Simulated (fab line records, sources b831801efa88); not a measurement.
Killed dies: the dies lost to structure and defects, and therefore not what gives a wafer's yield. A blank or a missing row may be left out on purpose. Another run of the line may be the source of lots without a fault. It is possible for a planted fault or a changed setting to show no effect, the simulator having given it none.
The same fault as seen by 2 desks    flow sky130    only its own numbers are on each desk; what lay behind them is given at the end

METROLOGY DESK
Lot by lot, what the gauges showed, no matter which tool ran the lot: averages of those sampled wafers that carry a number. Any lot whose mean is over 4 standard deviations away from the usual mean is out of limits and marked OUT; that distance is given in the brackets.
Columns: A = GATE_OXIDE_OXIDATION_00_THK at SKY_GATE_OXIDE_THK_MEAS_02, usual 10.22 nm; B = RES_XHIGH_TW at SKY_RES_XHIGH_TW_MEAS_09, usual 1646; C = LI_CONTACT_BOW at SKY_LI_CONTACT_BOW_MEAS_03, usual 55 um
lot   first seen here  A      B             C
L558  day 12 10:49     10.10  1691          56
L559  day 12 15:30     10.23  1618          54
L560  day 13 06:13     9.95   1617          49
L562  day 13 23:55     10.31  1681          56
L564  day 15 03:50     10.11  1613          60
L565  day 15 05:14     10.41  1618          55
L566  day 15 22:35     10.09  1611          53
L570  day 17 14:39     10.34  31 (-49) OUT  53
L572  day 18 01:16     10.41  31 (-49) OUT  63
L577  day 19 07:38     10.31  1684          54
L576  day 19 12:10     10.18  1632          60
L579  day 19 19:04     10.47  1626          50
L580  day 20 04:59     10.09  1686          58
L581  day 20 17:29     10.00  1683          54
This desk's result: L570, L572 out of limits, first on L570 (RES_XHIGH_TW at SKY_RES_XHIGH_TW_MEAS_09), day 31 15:46. Within limits: L558, L559, L560, L562, L564, L565, L566, L577, L576, L579, L580, L581.

TOOL OWNER'S DESK, litho track-01
The tool's own readings at SKY_RES_XHIGH_DEVELOP_06 (develop time 60 s): means of the sampled wafers that have a number, for each lot that ran on this tool. Any lot whose mean is over 4 standard deviations away from the usual mean is out of limits and marked OUT; that distance is given in the brackets.
Columns: A = chill plate temp C at SKY_RES_XHIGH_DEVELOP_06, usual 22.99 C
lot   first seen here  A
L558  day 26 06:13     23.05
L559  day 26 09:31     22.84
L562  day 27 21:18     22.92
L564  day 29 02:45     22.87
L577  day 33 01:10     23.09
L579  day 33 14:10     22.92
L581  day 34 05:43     22.88
This desk found nothing out of limits on any of the 7 lots.

TAKEN TOGETHER
L570, L572 would have let the metrology desk raise an alarm at day 31 15:46.
Nothing out of limits was seen by the tool owner's desk.
The tool owner's desk has no number on record for L570, L572.
On litho track-01, each named lot ran SKY_RES_XHIGH_DEVELOP_06.

WHAT THE SIMULATOR HAD PUT IN
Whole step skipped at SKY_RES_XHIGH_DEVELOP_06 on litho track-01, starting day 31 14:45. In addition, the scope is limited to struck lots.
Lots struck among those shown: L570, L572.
Delay in hours, fault start to first out-of-limits reading, per desk: metrology desk 1.
